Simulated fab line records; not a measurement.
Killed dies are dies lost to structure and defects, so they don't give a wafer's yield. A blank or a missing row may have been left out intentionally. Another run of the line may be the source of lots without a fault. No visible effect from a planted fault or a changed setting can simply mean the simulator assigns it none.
Struck lot and sound lot, side by side :: flow sky130 :: 32 steps out of a route of 708
Sound: the wafers L432.1, L432.4, L432.6. The struck wafers were L438.1, L438.3, L438.6. At the end, the cause is stated.
Order at every step that has rows: each side's tool, ch and its chambers, its first start. Under that, the readings that differ: sound wafers :: struck wafers :: difference of the means :: sigmas: that difference in standard deviations of wafers without a fault.
alike: readings with means less than 2 such deviations apart, plus words and numbers identical on both sides. not compared: withheld readings, readings lacking a value on some wafer, bounds such as >300 that could conceal the same value, and numbers that have no deviation in the record and whose values overlap.
Wherever a step has rows on one side only, a row that says differs or no value, or a row with sigmas, the two part there. Numbers that have no deviation but don't overlap get no sigmas and don't part them. Lack of a reading on every wafer of one side parts them only where that side has two or more wafers.

SKY_PWDE_OVL_MEAS_07:
  sound on overlay-02, day 5 03:50; struck on overlay-01, day 6 08:07
  alike: PWDE_OVL
next, for these wafers, 1 step has no rows: SKY_PWDE_IMPLANT_08.
SKY_PWDE_STRIP_09: strips in O2/N2.
  sound on plasma_asher-04 ch 0,1, day 5 04:02; struck on plasma_asher-03 ch 0,1, day 6 08:18
  alike: drypump_motor_current_A, oes_product_au, strip_time_to_endpoint_s
  not compared: rf_hours_counter_h
SKY_PWDE_TW_MEAS_10:
  sound on film_metro-01, day 5 04:08; struck on film_metro-03, day 6 08:24
  alike: PWDE_TW
then, 7 steps without rows for these wafers: SKY_NWELL_DEHYDRATE_03 (time 60 s); SKY_NWELL_HMDS_04 (prime time 60 s); SKY_NWELL_COAT_05 (resist thk 3000 nm); SKY_NWELL_SOFTBAKE_06; SKY_NWELL_EXPOSE_07 (exposes mask NWM, target cd 840 nm); SKY_NWELL_PEB_08; SKY_NWELL_DEVELOP_09 (develop time 60 s).
SKY_NWELL_OVL_MEAS_10:
  sound on overlay-01, day 5 21:05; struck on overlay-01, day 7 02:47
  alike: NWELL_00_OVL
SKY_NWELL_IMPLANT_11:
  sound on implanter-04 ch 0, day 5 21:08; struck on implanter-04 ch 0, day 7 02:49
reading: beam_energy_keV
sound: 399.92 399.72 400.16
struck: 379.59 379.52 379.68
difference: -20.34
sigmas: -99 or more

reading: model.implant.rp_nm (nm)
sound: 500.2 500.2 500.2
struck: 482.8 482.8 482.8
difference: -17.4
sigmas: 

reading: model.implant.drp_nm (nm)
sound: 116.9 116.9 116.9
struck: 113.6 113.6 113.6
difference: -3.3
sigmas: 
  alike: end_station_pressure_torr
then, 2 steps without rows for these wafers: SKY_NWELL_IMPLANT_12; SKY_NWELL_IMPLANT_13.
SKY_NWELL_STRIP_14: strips in O2/N2.
  sound on plasma_asher-03 ch 0,1, day 5 21:36; struck on plasma_asher-02 ch 0,1, day 7 03:16
  alike: drypump_motor_current_A, oes_product_au, strip_time_to_endpoint_s
  not compared: rf_hours_counter_h
SKY_NWELL_TW_MEAS_15:
  sound on film_metro-01, day 5 21:42; struck on film_metro-02, day 7 03:22
  alike: NWELL_TW
then, 7 steps without rows for these wafers: SKY_NWELL_DEHYDRATE_16 (time 60 s); SKY_NWELL_HMDS_17 (prime time 60 s); SKY_NWELL_COAT_18 (resist thk 3000 nm); SKY_NWELL_SOFTBAKE_19; SKY_NWELL_EXPOSE_20 (exposes mask NWM COMPLEMENT, target cd 840 nm); SKY_NWELL_PEB_21; SKY_NWELL_DEVELOP_22 (develop time 60 s).
SKY_NWELL_OVL_MEAS_23:
  sound on overlay-02, day 6 15:25; struck on overlay-01, day 7 23:01
  alike: NWELL_01_OVL
next, for these wafers, 1 step has no rows: SKY_NWELL_IMPLANT_24.
SKY_NWELL_STRIP_25: strips in O2/N2.
  sound on plasma_asher-03 ch 0,1, day 6 15:35; struck on plasma_asher-03 ch 0,1, day 7 23:11
  alike: drypump_motor_current_A, oes_product_au, strip_time_to_endpoint_s
  not compared: rf_hours_counter_h
SKY_NWELL_TW_MEAS_26:
  sound on film_metro-03, day 6 15:41; struck on film_metro-01, day 7 23:17
  alike: NWELL_2_TW
then, 1 step without rows for these wafers: SKY_NWELL_CLEAN_27 (cleans in SC1/SC2, time 150 s).
SKY_NWELL_RTA_28: time 30 s.
  sound on rtp_anneal-02 ch 0, day 6 15:48; struck on rtp_anneal-01 ch 0, day 7 23:25
  alike: lamp_power_pct, wafer_temp_C_max
SKY_NWELL_RS_MEAS_29: a four-point-probe measurement.
  sound on film_metro-02, day 6 15:54; struck on film_metro-03, day 7 23:31
reading: NWELL_RS (ohm/sq)
sound: 623.2 623.6 622.8
struck: 632.8 633.4 631.4
difference: +9.3
sigmas: +5
-- the record jumps here: 40 days lie between the struck wafers' starts before and after (it left off in module NWELL and takes up again in module PAD_OPEN, whose first step shown is number 708 of the route) --
SKY_PAD_OPEN_PROBE_99:
  sound on prober-02, day 46 22:25; struck on prober-01, day 48 08:34
reading: model.etest.res_nwell.line_ohm_um
sound: 1124 1122 1118
struck: 1184 1176 1180
difference: +59
sigmas: 

reading: model.etest.res_nwell.rs_ohm_sq
sound: 932.2 943.6 923.7
struck: 1014 986.2 1002
difference: +68
sigmas: 

reading: model.etest.field_p.vt_v (V)
sound: -40.88 -41.33 -40.32
struck: -43.53 -42.14 -43.25
difference: -2.13
sigmas: 

reading: model.etest.iso_nwell_nwell.leak_log10_a_um
sound: -13.64 -13.57 -13.57
struck: -13.78 -13.92 -14
difference: -0.31
sigmas: 

reading: model.etest.pfet_g5v0d10v5.off_log10_a_um
sound: -12.28 -12.26 -12.43
struck: -12.69 -12.74 -12.95
difference: -0.47
sigmas: 
  alike: killed_at_M0_to_M3, killed_at_M4_up, killed_at_contacts, killed_at_front_end, killed_at_other, killed_dies, killed_open, killed_short
  not compared: model.etest.nfet_16v.r_on_ohm_um, model.etest.tip_p_5v.rs_ohm_sq, model.etest.pfet_01v8_lvt.off_log10_a_um

== WHERE THEY PART ==
Earliest at SKY_NWELL_IMPLANT_11; latest, in this record, at SKY_NWELL_RS_MEAS_29. Later steps at which nothing parts them and some readings are alike: SKY_PAD_OPEN_PROBE_99.

WHY: whatever the simulator had introduced
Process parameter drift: implanter-04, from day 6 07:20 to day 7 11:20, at SKY_NWELL_IMPLANT_11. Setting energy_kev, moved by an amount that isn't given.
